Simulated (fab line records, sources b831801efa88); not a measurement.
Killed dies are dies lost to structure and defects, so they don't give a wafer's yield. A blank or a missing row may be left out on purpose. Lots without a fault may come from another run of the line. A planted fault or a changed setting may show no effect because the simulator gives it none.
Which tool did it? | flow gf180mcu | 6 lots, 18 wafers sampled, at 2 steps of a route of 602

WHAT THE GAUGES READ, wafer by wafer
GF_PSD_RS_MEAS_14: measures by four-point-probe.
lot  | measured     | on            | NSD_RS (ohm/sq)
L580 | day 14 23:48 | film_metro-03 | 46.14 46.13 46.11
L582 | day 15 13:10 | film_metro-04 | 46.12 46.10 46.04
L587 | day 17 03:59 | film_metro-04 | 46.12 46.12 46.08
L590 | day 18 13:35 | film_metro-03 | 46.28 46.27 46.26
L593 | day 19 13:57 | film_metro-02 | 42.60 42.67 42.78
L600 | day 22 01:37 | film_metro-04 | 46.21 46.15 46.20

WHICH TOOL RAN EACH LOT (tool, then ch and the chambers of the sampled wafers, then the start)
lot  | GF_PSD_RTA_13
L580 | rtp_anneal-02 ch 0, day 14 23:43
L582 | rtp_anneal-02 ch 0, day 15 13:04
L587 | rtp_anneal-01 ch 0, day 17 03:53
L590 | rtp_anneal-01 ch 0, day 18 13:31
L593 | rtp_anneal-01 ch 0, day 19 13:52
L600 | rtp_anneal-02 ch 0, day 22 01:31
- GF_PSD_RTA_13: time 20 s.

THE ANSWER, worked out from the rows above alone
Rule: what is usual is taken from the lots themselves. Put in order of their means at a reading, lots are off if they are a third of the lots or fewer, leave a main group of 4 or more, and stand apart from it by a gap of 3 or more times the standard deviation of the main group's means; of several such gaps the widest counts. A main group whose means are all the same, to the digits that the tables above print for the reading, isn't used. A lot without any number at a reading at which 4 lots or more have one is off too. The other lots that the step has rows for count as sound.
Off: L593, at GF_PSD_RS_MEAS_14 (NSD_RS). The main group: mean 46.16 ohm/sq, standard deviation 0.066.
A tool fits if, at a process step before that reading, it ran every lot that is off, and no sound lot after the first of them. The gauges at GF_PSD_RS_MEAS_14 are tried like those tools. Can't be told from this: 2 tools fit, rtp_anneal-01 at GF_PSD_RTA_13, film_metro-02 at GF_PSD_RS_MEAS_14.

WHAT THE SIMULATOR HAD PUT IN
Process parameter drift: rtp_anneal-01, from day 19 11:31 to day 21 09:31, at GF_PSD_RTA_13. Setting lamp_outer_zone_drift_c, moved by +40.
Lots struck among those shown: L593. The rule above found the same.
